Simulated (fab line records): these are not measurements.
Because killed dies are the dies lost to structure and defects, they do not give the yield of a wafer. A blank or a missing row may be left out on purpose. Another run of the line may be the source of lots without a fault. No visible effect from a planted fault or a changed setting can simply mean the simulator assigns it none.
What tool caused it?	flow gf180mcu	18 wafers from 6 lots sampled at 2 of the route's 602 steps

WHAT THE GAUGES READ, wafer by wafer
GF_NSD_OVL_MEAS_08.
lot	measured	on	NSD_OVL (nm)
L644	day 13 19:21	overlay-02	0.0 0.5 -1.2
L646	day 14 05:36	overlay-02	1.1 2.9 1.7
L648	day 14 17:44	overlay-02	-0.1 0.7 0.3
L654	day 17 01:24	overlay-01	-70.5 -72.3 -71.2
L664	day 21 06:56	overlay-01	-0.2 -0.9 -1.0
L666	day 21 23:20	overlay-02	-1.5 -1.8 -2.4

WHICH TOOL RAN EACH LOT (tool, then ch and the chambers of the sampled wafers, then the start)
lot	GF_NSD_EXPOSE_04
L644	iline stepper-02 ch 0, day 13 09:04
L646	iline stepper-02 ch 0, day 13 20:13
L648	iline stepper-01 ch 0, day 14 07:22
L654	iline stepper-01 ch 0, day 16 13:53
L664	iline stepper-02 ch 0, day 20 18:50
L666	iline stepper-02 ch 0, day 21 11:10
- GF_NSD_EXPOSE_04: exposes mask Nplus, target cd 400 nm.

THE ANSWER, worked out from the rows above alone
Rule: the lots themselves supply what counts as usual. The widest of any qualifying gaps counts: lots, ordered by their means at a reading, are off when they make up no more than a third of the lots, leave a main group of 4 or more, and stand apart from it by 3 or more times the standard deviation of that group's means. The tables above print the reading to a certain number of digits; a main group whose means all agree to those digits is not used. A lot without any number at a reading at which 4 lots or more have one is off too. All remaining lots with rows at the step are treated as sound.
Off: L654, seen at GF_NSD_OVL_MEAS_08 (NSD_OVL). The main group: mean -0.1 nm, standard deviation 1.2.
A tool fits if, at a process step before that reading, it ran every lot that is off, and no sound lot after the first of them. Those tools and the gauges at GF_NSD_OVL_MEAS_08 are tried in the same way. One fits: GF_NSD_EXPOSE_04 on iline stepper-01. Its last sound lot is L648 (day 14 07:22), its first lot that is off L654 (day 16 13:53): a fault that began between those two fits.

WHAT WAS PUT IN BY THE SIMULATOR
Scanner matching overlay: iline stepper-01, from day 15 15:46 on, at GF_NSD_EXPOSE_04. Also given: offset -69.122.
Lots struck among those shown: L654. The rule given above showed the same thing.
